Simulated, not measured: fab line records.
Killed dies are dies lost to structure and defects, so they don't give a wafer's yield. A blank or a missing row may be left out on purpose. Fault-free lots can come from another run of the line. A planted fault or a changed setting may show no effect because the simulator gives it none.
Lot-split experiment || flow sky130 || 23 wafers read across 5 lots, on a route 708 steps long

== ON THE SPLIT ==
At SKY_METAL3_SPUTTER_02 (material AlCu, target thk 735 nm, time 39.1 s), the setting chamber pressure pa was moved away from the recipe's 0.4 Pa on 15 of the 23 wafers read, by -12.1% to -3.7%. The other wafers ran this setting at the recipe's value.

The reading is taken at the split's own step.

== THE READING ==
AlCu_of_METAL3_SPUTTER_02.thk nm (the simulator's own value, which no gauge read), in nm, at SKY_METAL3_SPUTTER_02 (material AlCu, target thk 735 nm, time 39.1 s). No usual value for it is given in the file. Here, 8 wafers ran the recipe; their average is 730.5 nm with a standard deviation of 5.6 nm.

{"wafer": "L077.2", "tool, chamber at the split": "pvd sputter-01, -", "chamber pressure pa as run, Pa": 0.4, "against the recipe": "recipe", "AlCu_of_METAL3_SPUTTER_02.thk nm, nm": 738.7, "against lot-mates on the recipe": "-"}
{"wafer": "L077.3", "tool, chamber at the split": "pvd sputter-01, -", "chamber pressure pa as run, Pa": 0.4, "against the recipe": "recipe", "AlCu_of_METAL3_SPUTTER_02.thk nm, nm": 738.9, "against lot-mates on the recipe": "-"}
{"wafer": "L077.5", "tool, chamber at the split": "pvd sputter-01, -", "chamber pressure pa as run, Pa": 0.4, "against the recipe": "recipe", "AlCu_of_METAL3_SPUTTER_02.thk nm, nm": 731.4, "against lot-mates on the recipe": "-"}
{"wafer": "L080.1", "tool, chamber at the split": "pvd sputter-02, -", "chamber pressure pa as run, Pa": 0.3515, "against the recipe": "-12.1%", "AlCu_of_METAL3_SPUTTER_02.thk nm, nm": 761.8, "against lot-mates on the recipe": "no lot-mate on the recipe"}
{"wafer": "L080.2", "tool, chamber at the split": "pvd sputter-02, -", "chamber pressure pa as run, Pa": 0.3515, "against the recipe": "-12.1%", "AlCu_of_METAL3_SPUTTER_02.thk nm, nm": 772.6, "against lot-mates on the recipe": "no lot-mate on the recipe"}
{"wafer": "L080.3", "tool, chamber at the split": "pvd sputter-02, -", "chamber pressure pa as run, Pa": 0.3515, "against the recipe": "-12.1%", "AlCu_of_METAL3_SPUTTER_02.thk nm, nm": 765.6, "against lot-mates on the recipe": "no lot-mate on the recipe"}
{"wafer": "L080.5", "tool, chamber at the split": "pvd sputter-02, -", "chamber pressure pa as run, Pa": 0.3515, "against the recipe": "-12.1%", "AlCu_of_METAL3_SPUTTER_02.thk nm, nm": 760.9, "against lot-mates on the recipe": "no lot-mate on the recipe"}
{"wafer": "L080.6", "tool, chamber at the split": "pvd sputter-02, -", "chamber pressure pa as run, Pa": 0.3515, "against the recipe": "-12.1%", "AlCu_of_METAL3_SPUTTER_02.thk nm, nm": 768.6, "against lot-mates on the recipe": "no lot-mate on the recipe"}
{"wafer": "L081.1", "tool, chamber at the split": "pvd sputter-04, -", "chamber pressure pa as run, Pa": 0.4, "against the recipe": "recipe", "AlCu_of_METAL3_SPUTTER_02.thk nm, nm": 730.7, "against lot-mates on the recipe": "-"}
{"wafer": "L081.2", "tool, chamber at the split": "pvd sputter-04, -", "chamber pressure pa as run, Pa": 0.4, "against the recipe": "recipe", "AlCu_of_METAL3_SPUTTER_02.thk nm, nm": 726.9, "against lot-mates on the recipe": "-"}
{"wafer": "L081.3", "tool, chamber at the split": "pvd sputter-04, -", "chamber pressure pa as run, Pa": 0.4, "against the recipe": "recipe", "AlCu_of_METAL3_SPUTTER_02.thk nm, nm": 729.5, "against lot-mates on the recipe": "-"}
{"wafer": "L081.4", "tool, chamber at the split": "pvd sputter-04, -", "chamber pressure pa as run, Pa": 0.4, "against the recipe": "recipe", "AlCu_of_METAL3_SPUTTER_02.thk nm, nm": 722.5, "against lot-mates on the recipe": "-"}
{"wafer": "L081.5", "tool, chamber at the split": "pvd sputter-04, -", "chamber pressure pa as run, Pa": 0.4, "against the recipe": "recipe", "AlCu_of_METAL3_SPUTTER_02.thk nm, nm": 725, "against lot-mates on the recipe": "-"}
{"wafer": "L082.2", "tool, chamber at the split": "pvd sputter-01, -", "chamber pressure pa as run, Pa": 0.3576, "against the recipe": "-10.6%", "AlCu_of_METAL3_SPUTTER_02.thk nm, nm": 750.1, "against lot-mates on the recipe": "no lot-mate on the recipe"}
{"wafer": "L082.3", "tool, chamber at the split": "pvd sputter-01, -", "chamber pressure pa as run, Pa": 0.3576, "against the recipe": "-10.6%", "AlCu_of_METAL3_SPUTTER_02.thk nm, nm": 758.5, "against lot-mates on the recipe": "no lot-mate on the recipe"}
{"wafer": "L082.4", "tool, chamber at the split": "pvd sputter-01, -", "chamber pressure pa as run, Pa": 0.3576, "against the recipe": "-10.6%", "AlCu_of_METAL3_SPUTTER_02.thk nm, nm": 748.5, "against lot-mates on the recipe": "no lot-mate on the recipe"}
{"wafer": "L082.5", "tool, chamber at the split": "pvd sputter-01, -", "chamber pressure pa as run, Pa": 0.3576, "against the recipe": "-10.6%", "AlCu_of_METAL3_SPUTTER_02.thk nm, nm": 748.6, "against lot-mates on the recipe": "no lot-mate on the recipe"}
{"wafer": "L082.6", "tool, chamber at the split": "pvd sputter-01, -", "chamber pressure pa as run, Pa": 0.3576, "against the recipe": "-10.6%", "AlCu_of_METAL3_SPUTTER_02.thk nm, nm": 750.2, "against lot-mates on the recipe": "no lot-mate on the recipe"}
{"wafer": "L084.1", "tool, chamber at the split": "pvd sputter-02, -", "chamber pressure pa as run, Pa": 0.385, "against the recipe": "-3.7%", "AlCu_of_METAL3_SPUTTER_02.thk nm, nm": 742, "against lot-mates on the recipe": "no lot-mate on the recipe"}
{"wafer": "L084.2", "tool, chamber at the split": "pvd sputter-02, -", "chamber pressure pa as run, Pa": 0.385, "against the recipe": "-3.7%", "AlCu_of_METAL3_SPUTTER_02.thk nm, nm": 743.5, "against lot-mates on the recipe": "no lot-mate on the recipe"}
{"wafer": "L084.4", "tool, chamber at the split": "pvd sputter-02, -", "chamber pressure pa as run, Pa": 0.385, "against the recipe": "-3.7%", "AlCu_of_METAL3_SPUTTER_02.thk nm, nm": 747.6, "against lot-mates on the recipe": "no lot-mate on the recipe"}
{"wafer": "L084.5", "tool, chamber at the split": "pvd sputter-02, -", "chamber pressure pa as run, Pa": 0.385, "against the recipe": "-3.7%", "AlCu_of_METAL3_SPUTTER_02.thk nm, nm": 745.6, "against lot-mates on the recipe": "no lot-mate on the recipe"}
{"wafer": "L084.6", "tool, chamber at the split": "pvd sputter-02, -", "chamber pressure pa as run, Pa": 0.385, "against the recipe": "-3.7%", "AlCu_of_METAL3_SPUTTER_02.thk nm, nm": 748.3, "against lot-mates on the recipe": "no lot-mate on the recipe"}

FIT RESULTS
A straight line over all 23 wafers: AlCu_of_METAL3_SPUTTER_02.thk nm changes by -2.45 nm for each +1% of chamber pressure pa; r = -0.90; the points scatter about the line by 6.4 nm.
Too few moved wafers have a lot-mate on the recipe to fit a line with each lot's own level taken away.

== THE FILE'S OWN FIT ==
AlCu_of_METAL3_SPUTTER_02.thk nm changes by -2.45 nm for each +1% of chamber pressure pa, r = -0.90.
